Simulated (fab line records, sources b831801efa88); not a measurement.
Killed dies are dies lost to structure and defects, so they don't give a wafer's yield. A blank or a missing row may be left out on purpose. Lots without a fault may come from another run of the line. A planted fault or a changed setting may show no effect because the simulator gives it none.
Chamber matching | flow gf180mcu | GF_V4_CMP_26 on cmp-02: 4 sister chambers
The step polishes, stops on SiO2, t overpolish 15 s, target thk 0 nm. 14 wafers are shown with their chamber, then 7 later ones without.

WAFERS WITH THEIR CHAMBER
wafer  | chamber | motor_current_A (A) | edge_zone_pressure_frac | overpolish_run_s (s)
L133.1 | 0       | 10.5                | 0.993                   | 14.990
L133.2 | 3       | 12.9                | 0.999                   | 14.994
L133.4 | 1       | 12.5                | 1.005                   | 15.000
L135.3 | 3       | 12.4                | 1.002                   | 15.010
L135.4 | 1       | 11.9                | 0.990                   | 15.007
L135.5 | 1       | 11.7                | 1.001                   | 14.995
L142.1 | 3       | 12.1                | 0.997                   | 15.005
L142.2 | 0       | 11.3                | 0.995                   | 14.999
L142.3 | 2       | 13.1                | 0.994                   | 14.992
L144.2 | 0       | 10.9                | 0.995                   | 14.997
L144.3 | 3       | 12.3                | 1.002                   | 15.000
L144.4 | 1       | 11.6                | 0.998                   | 14.993
L146.2 | 3       | 12.0                | 0.998                   | 15.010
L146.3 | 1       | 11.7                | 1.008                   | 14.998

SIGNATURES (means of the wafers above)
reading                 | chamber 0 | chamber 1 | chamber 2 | chamber 3 | scatter within a chamber
motor_current_A         | 10.900    | 11.880    | 13.100    | 12.340    | 0.366
edge_zone_pressure_frac | 0.99433   | 1.00040   | 0.99400   | 0.99960   | 0.00466
overpolish_run_s        | 14.99533  | 14.99860  | 14.99200  | 15.00380  | 0.00592
Rule: a wafer's distance from a chamber is the root of the sum, over the readings, of the square of ((its reading less the chamber's mean) divided by the reading's scatter). The wafer belongs to the nearest chamber; if the next one is less than 2 further off, it can't be placed. The scatter: the root of (the sum of the squares of (reading less its chamber's mean) over the shown wafers, divided by (wafers less chambers)).

WAFERS WITHOUT THEIR CHAMBER
wafer  | motor_current_A (A) | edge_zone_pressure_frac | overpolish_run_s (s)
L146.5 | 13.1                | 0.991                   | 14.998
L149.3 | 11.7                | 0.996                   | 14.999
L149.5 | 10.9                | 1.011                   | 14.995
L149.6 | 12.1                | 0.999                   | 14.998
L150.1 | 12.5                | 1.009                   | 15.013
L150.2 | 11.4                | 1.005                   | 14.983
L150.4 | 11.4                | 0.997                   | 15.001

WHICH CHAMBER EACH WENT THROUGH
wafer  | from the rows above          | in truth
L146.5 | can't be placed: 2 or 3      | 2
L149.3 | can't be placed: 1 or 3 or 0 | 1
L149.5 | can't be placed: 1 or 0 or 3 | 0
L149.6 | can't be placed: 1 or 3      | 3
L150.1 | can't be placed: 3 or 1      | 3
L150.2 | can't be placed: 1 or 0 or 3 | 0
L150.4 | can't be placed: 1 or 0 or 3 | 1
Placed correctly: 0 of 7. Can't be placed from these rows: 7 (the true chamber is among the candidates in 7). Placed wrongly: 0.
